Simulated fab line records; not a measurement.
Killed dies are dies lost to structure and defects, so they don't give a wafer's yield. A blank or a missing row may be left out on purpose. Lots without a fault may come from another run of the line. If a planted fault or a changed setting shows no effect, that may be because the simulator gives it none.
Struck lot and sound lot, side by side | flow sfq-line | 20 out of 325 route steps
Sound: these wafers, L849.2, L849.3, L849.4. Wafers struck: L864.3, L864.4, L864.6. Last of all comes the cause.
For every step that has rows: the tool of each side, followed by ch and its chambers, followed by its first start. Under that, the readings that differ: sound wafers | struck wafers | difference of the means | sigmas: that difference in standard deviations of wafers without a fault.
alike: same words and numbers on both sides, and readings whose means sit less than 2 such deviations apart. not compared: any withheld reading, any reading some wafer has no value for, any bound like >300 that may hide the same value, and any number with overlapping values for which the record gives no deviation.
The two part at a step that has a row with sigmas, a row that says differs or no value, or rows on one side only. Non-overlapping numbers with no deviation appear without sigmas and do not part them. A reading that every wafer of one side lacks parts them only if that side has two wafers or more.

first, 2 steps without rows for these wafers: SFQ_TRILAYER_I2_VIA_LITHO_PEB_070 (peb time 60 s); SFQ_TRILAYER_I2_VIA_LITHO_DEVELOP_069 (time 60 s).
SFQ_I2_OVL_MEAS_918:
  struck on overlay-01, day 28 02:38; sound on overlay-01, day 23 02:38
  alike: I2_OVL
SFQ_TRILAYER_I2_VIA_BARC_OPEN_VIA_ETCH_096: etches BARC in O2, target depth 125 nm, time 41.7 s.
  sound on rie-diel-02 ch 0,2,3, day 23 02:40; struck on rie-diel-01 ch 0,2,3, day 28 02:40
  alike: chamber-pressure-mTorr, drypump-motor-current-A, oes-product-au
  not compared: rf-hours-counter-h
SFQ_TRILAYER_I2_VIA_ETCH_VIA_ETCH_070: etches SiO2 in CHF3, stops on Nb, target depth 260 nm.
  sound on rie-diel-02 ch 0,2,3, day 23 02:43; struck on rie-diel-01 ch 0,2,3, day 28 02:42
  alike: chamber-pressure-mTorr, drypump-motor-current-A, oes-product-au
SFQ_TRILAYER_I2_VIA_STRIP_STRIP_071: strips in O2.
  sound on rie-metal-01 ch 0,1, day 23 02:50; struck on rie-metal-02 ch 0,1, day 28 03:01
  alike: chamber-pressure-mTorr, drypump-motor-current-A, oes-product-au
  not compared: rf-hours-counter-h
then, 3 steps without rows for these wafers: SFQ_TRILAYER_I2_VIA_STRIP_SOLV_CLEAN_072 (cleans in NMP, time 600 s); SFQ_TRILAYER_M3_DEP_PRE_CLEAN_074 (time 22.5 s); SFQ_TRILAYER_M3_DEP_SPUTTER_073 (material Nb, target thk 200 nm, time 133.3 s).
SFQ_M3_RS_MEAS_919: a four-point-probe measurement.
  struck on film-metro-02, day 28 03:45; sound on film-metro-02, day 23 03:44
  alike: M3_NB_RS
then, 1 step without rows for these wafers: SFQ_TRILAYER_M3_LITHO_COAT_080 (resist thk 62 nm).
SFQ_TRILAYER_M3_LITHO_COAT_075: resist thk 600 nm.
  sound on litho-track-02 ch 0, day 23 04:15; struck on litho-track-02 ch 0, day 28 04:17
  reading                                             | sound             | struck            | difference | sigmas
  model.KrF_of_TRILAYER_M3_LITHO_COAT_075.thk-nm (nm) | 598.3 597.7 596.8 | 591.2 590.6 589.9 | -7.0       |
  alike: dispense-pressure-kPa
then, 4 steps without rows for these wafers: SFQ_TRILAYER_M3_LITHO_SOFTBAKE_079; SFQ_TRILAYER_M3_LITHO_EXPOSE_076 (exposes mask M3, target cd 500 nm); SFQ_TRILAYER_M3_LITHO_PEB_078 (peb time 60 s); SFQ_TRILAYER_M3_LITHO_DEVELOP_077 (time 60 s).
-- the record jumps here: 4 days lie between the struck wafers' starts before and after --
SFQ_M3_OVL_MEAS_921:
  struck on overlay-01, day 32 02:11; sound on overlay-02, day 27 05:29
  alike: M3_OVL
SFQ_TRILAYER_M3_BARC_OPEN_METAL_ETCH_100: etches BARC in O2, target depth 125 nm, time 41.7 s.
  sound on rie-metal-03 ch 0,1, day 27 05:31; struck on rie-metal-03 ch 0,1, day 32 02:14
  alike: chamber-pressure-mTorr, drypump-motor-current-A, oes-product-au
  not compared: rf-hours-counter-h
SFQ_TRILAYER_M3_ETCH_METAL_ETCH_078: etches Nb in Cl2/Ar, stops on SiO2, target depth 240 nm, time 120 s.
  sound on rie-metal-03 ch 0,1, day 27 05:34; struck on rie-metal-03 ch 0,1, day 32 02:19
  reading                                             | sound             | struck            | difference | sigmas
  model.KrF_of_TRILAYER_M3_LITHO_COAT_075.thk-nm (nm) | 379.5 377.1 376.7 | 373.4 368.1 371.8 | -6.7       |
  alike: chamber-pressure-mTorr, drypump-motor-current-A, oes-product-au
  not compared: rf-hours-counter-h
SFQ_TRILAYER_M3_STRIP_STRIP_079: strips in O2.
  sound on rie-metal-03 ch 0,1, day 27 05:41; struck on rie-metal-03 ch 0,1, day 32 02:35
  alike: chamber-pressure-mTorr, drypump-motor-current-A, oes-product-au
  not compared: rf-hours-counter-h

## WHERE THEY PART
Nowhere in this record.

WHY: whatever the simulator had introduced
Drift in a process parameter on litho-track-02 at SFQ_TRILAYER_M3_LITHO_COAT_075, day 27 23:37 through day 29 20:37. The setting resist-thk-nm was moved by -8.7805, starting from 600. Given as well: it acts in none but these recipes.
